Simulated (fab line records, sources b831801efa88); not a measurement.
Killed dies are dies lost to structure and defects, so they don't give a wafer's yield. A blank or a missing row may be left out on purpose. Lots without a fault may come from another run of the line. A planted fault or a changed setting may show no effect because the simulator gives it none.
A struck lot beside a sound one | flow sky130 | 21 steps out of a route of 708
Sound: wafers L739.1, L739.4, L739.5. Struck: wafers L752.1, L752.2, L752.3. The cause comes at the end.
At each step with rows: each side's tool, then ch and its chambers, then its first start. Under that, the readings that differ: sound wafers | struck wafers | difference of the means | sigmas: that difference in standard deviations of wafers without a fault.
alike: readings whose means differ by less than 2 such deviations, and words and numbers that are the same on both sides. not compared: withheld readings, readings that some wafer has no value for, bounds like >300 that may hide the same value, and numbers for which the record gives no deviation and whose values overlap.
The two part at a step that has a row with sigmas, a row that says differs or no value, or rows on one side only. Numbers that don't overlap but have no deviation are shown without sigmas and don't part them. A reading that every wafer of one side lacks parts them only if that side has two wafers or more.

first, 1 step without rows for these wafers: SKY_RES_XHIGH_IMPLANT_07.
SKY_RES_XHIGH_STRIP_08: strips in O2/N2.
  sound on plasma_asher-02 ch 0,1, day 27 04:49; struck on plasma_asher-01 ch 0,1, day 31 22:11
  alike: drypump_motor_current_A, n2_flow_sccm, oes_product_au, strip_time_to_endpoint_s
  not compared: rf_hours_counter_h
SKY_RES_XHIGH_TW_MEAS_09:
  sound on film_metro-04, day 27 04:55; struck on film_metro-01, day 31 22:17
  alike: RES_XHIGH_TW
then, 7 steps without rows for these wafers: SKY_SD_N_DEHYDRATE_00 (time 60 s); SKY_SD_N_HMDS_01 (prime time 60 s); SKY_SD_N_COAT_02 (resist thk 1140 nm); SKY_SD_N_SOFTBAKE_03 (time 60 s); SKY_SD_N_EXPOSE_04 (exposes mask NSDM, target cd 380 nm); SKY_SD_N_PEB_05; SKY_SD_N_DEVELOP_06 (develop time 60 s).
SKY_SD_N_CD_MEAS_07: target cd 380 nm.
  sound on cd_sem-01, day 28 09:26; struck on cd_sem-02, day 33 01:59
  alike: cd_nm
SKY_SD_N_OVL_MEAS_08:
  sound on overlay-02, day 28 09:34; struck on overlay-01, day 33 02:07
  alike: SD_N_OVL
SKY_SD_N_IMPLANT_09:
  sound on implanter-01 ch 0, day 28 09:35; struck on implanter-01 ch 0, day 33 02:09
  reading            | sound             | struck            | difference | sigmas
  faraday_current_uA | 11508 11476 11484 | 13709 14511 13927 | +2560      | +4
then, 1 step without rows for these wafers: SKY_SD_N_IMPLANT_10.
SKY_SD_N_STRIP_11: strips in O2/N2.
  sound on plasma_asher-04 ch 0,1, day 28 09:53; struck on plasma_asher-02 ch 0,1, day 33 02:27
  reading                      | sound             | struck            | difference | sigmas
  oes_product_au (a.u.)        | 0.526 0.531 0.526 | 0.541 0.539 0.536 | +0.011     | +2
  strip_time_to_endpoint_s (s) | 22.61 22.60 22.64 | 21.73 21.77 21.77 | -0.86      | -19
  alike: drypump_motor_current_A, n2_flow_sccm
  not compared: rf_hours_counter_h
SKY_SD_N_TW_MEAS_12:
  sound on film_metro-04, day 28 09:59; struck on film_metro-04, day 33 02:33
  alike: SD_N_TW
then, 1 step without rows for these wafers: SKY_SD_N_CLEAN_13 (cleans in SC1/SC2, time 150 s).
SKY_SD_N_RTA_14: time 2 s.
  sound on rtp_anneal-01 ch 0, day 28 10:06; struck on rtp_anneal-02 ch 0, day 33 02:40
  alike: chamber_o2_ppm, lamp_power_pct, wafer_temp_C_max
SKY_SD_N_RS_MEAS_16: measures by four-point-probe.
  sound on film_metro-01, day 28 10:16; struck on film_metro-04, day 33 02:50
  reading          | sound             | struck            | difference | sigmas
  SD_N_RS (ohm/sq) | 68.54 68.58 68.55 | 70.51 70.56 70.40 | +1.93      | +19
SKY_SD_N_RS_MEAS_17: measures by four-point-probe.
  sound on film_metro-01, day 28 10:23; struck on film_metro-04, day 33 02:57
  alike: SD_P_RS
-- the record jumps here: 16 days lie between the struck wafers' starts before and after (it left off in module SD_N and takes up again in module PAD_OPEN, whose first step shown is number 708 of the route) --
SKY_PAD_OPEN_PROBE_99:
  sound on prober-01, day 46 02:49; struck on prober-02, day 49 13:33
  reading                                 | sound             | struck            | difference | sigmas
  model.etest.sonos_uncharged.r_on_ohm_um | 836.2 831.3 829.6 | 816.8 826 805.9   | -16.1      |
  model.etest.res_ndiff_hv.rs_ohm_sq      | 116.6 116.5 116.1 | 118.7 117.8 117.5 | +1.6       |
  model.etest.res_ndiff.rs_ohm_sq         | 121.7 122.8 121.8 | 125 123.8 123.1   | +2         |
  alike: killed_at_M0_to_M3, killed_at_M4_up, killed_at_contacts, killed_at_front_end, killed_at_other, killed_dies, killed_open, killed_short
  not compared: model.etest.res_ndiff.line_ohm_um, model.etest.licon_ndiff.rc_ohm

WHERE THEY PART
First at SKY_SD_N_IMPLANT_09; last, within this record, at SKY_SD_N_RS_MEAS_16. Later steps at which nothing parts them and some readings are alike: SKY_SD_N_RS_MEAS_17, SKY_PAD_OPEN_PROBE_99.

WHY: what the simulator had put in
Process parameter drift: implanter-01, from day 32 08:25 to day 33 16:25, at SKY_SD_N_IMPLANT_09. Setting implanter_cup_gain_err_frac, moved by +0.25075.
